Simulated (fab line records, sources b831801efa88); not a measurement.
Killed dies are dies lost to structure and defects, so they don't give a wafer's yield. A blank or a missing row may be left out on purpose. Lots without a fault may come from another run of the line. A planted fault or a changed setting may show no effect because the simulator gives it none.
One fault seen from 2 desks | flow sky130 | each desk has only its own numbers; what lay behind them comes last

THE METROLOGY DESK
What the gauges read, lot by lot, whatever tool the lot ran on: means of the sampled wafers that have a number. A lot is out of limits, marked OUT, if its mean lies more than 4 standard deviations from the usual mean; the brackets give that distance.
Columns: A = SD_N_RS at SKY_SD_N_RS_MEAS_16, usual 68.51 ohm/sq; B = cd_nm at SKY_LI_CONTACT_CD_MEAS_12, usual 170.0 nm; C = LOCAL_INTERCONNECT_TIN_THK at SKY_LOCAL_INTERCONNECT_THK_MEAS_02, usual 101.0 nm
lot  | first seen here | A               | B     | C
L440 | day 27 20:56    | 68.40           | 169.6 | 102.0
L439 | day 27 21:58    | 68.62           | 170.5 | 101.0
L443 | day 29 12:16    | 68.47           | 170.7 | 98.8
L446 | day 30 16:06    | 68.50           | 168.3 | 101.1
L447 | day 30 18:25    | 68.41           | 169.2 | 101.7
L455 | day 33 10:24    | 70.07 (+14) OUT | 169.8 | 100.7
L456 | day 33 12:38    | 69.94 (+13) OUT | 171.2 | 100.0
L457 | day 33 15:06    | 68.65           | 169.7 | 103.3
L458 | day 34 04:37    | 68.60           | 168.9 | 99.5
L460 | day 34 13:52    | 68.39           | 171.0 | 99.9
L461 | day 34 18:59    | 68.51           | 171.9 | 100.8
L462 | day 35 07:22    | 68.47           | 171.3 | 101.3
This desk's finding: out of limits on L455, L456; first on L455, day 33 10:24 (SD_N_RS at SKY_SD_N_RS_MEAS_16). In limits: L440, L439, L443, L446, L447, L457, L458, L460, L461, L462.

THE TOOL OWNER'S DESK: implanter-03
The tool's own readings at SKY_SD_N_IMPLANT_10: means of the sampled wafers that have a number, for each lot that ran on this tool. A lot is out of limits, marked OUT, if its mean lies more than 4 standard deviations from the usual mean; the brackets give that distance.
Columns: A = beam_on_s at SKY_SD_N_IMPLANT_10, usual 10.3 s; B = dose_ions_cm2 at SKY_SD_N_IMPLANT_10, usual 1.0003e+14; C = faraday_current_uA at SKY_SD_N_IMPLANT_10, usual 547
lot  | first seen here | A    | B                            | C
L439 | day 27 21:21    | 9.9  | 9.9997e+13                   | 568
L447 | day 30 17:53    | 10.0 | 1.0022e+14                   | 563
L455 | day 33 09:48    | 9.9  | 3.8730e+13 (-99 or more) OUT | 219 (-14) OUT
L456 | day 33 12:02    | 9.7  | 3.8637e+13 (-99 or more) OUT | 223 (-13) OUT
This desk's finding: out of limits on L455, L456; first on L455, day 33 09:48 (dose_ions_cm2 at SKY_SD_N_IMPLANT_10). In limits: L439, L447.

PUT TOGETHER
The tool owner's desk could have raised an alarm at day 33 09:48, on L455, L456.
The metrology desk could have raised an alarm at day 33 10:24, on L455, L456.
Of the lots named, all ran SKY_SD_N_IMPLANT_10 on implanter-03.

WHAT THE SIMULATOR HAD PUT IN
Process parameter drift: implanter-03, from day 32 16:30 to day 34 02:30, at SKY_SD_N_IMPLANT_10. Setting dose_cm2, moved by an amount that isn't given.
Lots struck among those shown: L455, L456.
Hours from the fault's start to each desk's first reading out of limits: the tool owner's desk, 17; the metrology desk, 18.
